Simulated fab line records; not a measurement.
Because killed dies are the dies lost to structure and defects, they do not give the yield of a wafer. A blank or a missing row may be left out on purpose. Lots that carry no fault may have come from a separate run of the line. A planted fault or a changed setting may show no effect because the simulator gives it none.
8D (eight disciplines) problem report, filled in by code    flow sky130    the parts of the form that need people (team, actions taken, sign-off) are left out

== 1. PROBLEM STATEMENT ==
overpolish_run_s at SKY_VIA4_CMP_21 reads a mean of 0.036 s on 2 wafers of 2 lots; wafers without a fault read 25.002 s with a standard deviation of 0.0085. That is -99 or more standard deviations from the usual mean.
The step: polishes, stops on SiO2, t overpolish 25 s, target thk 0 nm.
First seen on wafer L801.6, day 44 14:40, on cmp-01. Wafers with a number at this step in the record: 39, from 13 lots. Rule for "out" (also "out of limits"): further than 4 standard deviations from the usual mean. The other wafers with a number count as sound.

== 2. WHAT IT IS, AND WHAT IT ISN'T ==
question                     is                                    is not
which readings at this step  overpolish_run_s, time_to_endpoint_s  edge_zone_pressure_frac, motor_current_A
which lots                   L801, L807                            L794, L795, L796, L797, L798, L799, L800, L810, L815, L816, L817
which wafers of those lots   L801.6, L807.5                        L801.2, L801.3, L807.3, L807.4
read on which tools          cmp-01                                cmp-02
when                         from day 44 14:40                     up to then (23 sound wafers); but 14 sound wafers of L807, L810, L815, L816, L817 came after

== 3. WHAT RULES OUT EACH SUSPECT ==
Counting: a tool at a process step up to the reading stays a suspect if it ran every lot that is out. Sound lots after the first of them don't rule it out here, since some wafers of a struck lot are sound.
- cmp-01 at SKY_VIA4_CMP_21 (polishes, stops on SiO2, t overpolish 25 s, target thk 0 nm): kept. Every lot that is out went through it, the first being L801 (day 44 14:40); the last sound lot it ran before that was L800 (day 44 03:29). Its own overpolish_run_s, time_to_endpoint_s readings are out on those wafers.
Left after counting: cmp-01 at SKY_VIA4_CMP_21.

== 4. THE CAUSE (what the simulator had put in) ==
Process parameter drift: cmp-01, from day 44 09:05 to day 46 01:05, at SKY_VIA4_CMP_21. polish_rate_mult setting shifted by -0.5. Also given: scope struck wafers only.
Only this tool survived the counting.

== 5. SEQUENCE OF EFFECTS, ordered by route ==
One row per reading whose mean, taken over the struck wafers that have a number, lies over 3 standard deviations from the usual. Only readings for which the record gives a usual standard deviation are gone through. hours: the time from each lot's start at the first step in this table that gives one to its start at this step, as a median over the lots. sigmas: the change in usual standard deviations.
hours  step                   reading               usual     on struck wafers  change   sigmas
0      SKY_VIA4_CMP_21        overpolish_run_s      25.002 s  0.036             -24.966  -99 or more
0      SKY_VIA4_CMP_21        time_to_endpoint_s    123 s     193               +70      +21
65     SKY_PAD_OPEN_PROBE_99  defect_limited_yield  82.5 %    0.0               -82.5    -43
65     SKY_PAD_OPEN_PROBE_99  killed_at_M4_up       3.4       392.0             +388.6   +99 or more
65     SKY_PAD_OPEN_PROBE_99  killed_dies           86        492               +406     +44
65     SKY_PAD_OPEN_PROBE_99  killed_on_rim         17        96                +79      +20
65     SKY_PAD_OPEN_PROBE_99  sort_bin_3_pad_short  0.9 %     79.8              +78.9    +99 or more
65     SKY_PAD_OPEN_PROBE_99  sort_n_pass           406       0                 -406     -44
65     SKY_PAD_OPEN_PROBE_99  sort_yield_pct        82.5 %    0.0               -82.5    -43
Process steps it contains:
- SKY_VIA4_CMP_21: polishes, stops on SiO2, t overpolish 25 s, target thk 0 nm.
- SKY_PAD_OPEN_PROBE_99

== 6. HOW IT WOULD HAVE BEEN CAUGHT EARLIER ==
First out-of-limits reading in this record: day 44 14:40, which is 6 hours after fault onset at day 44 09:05.
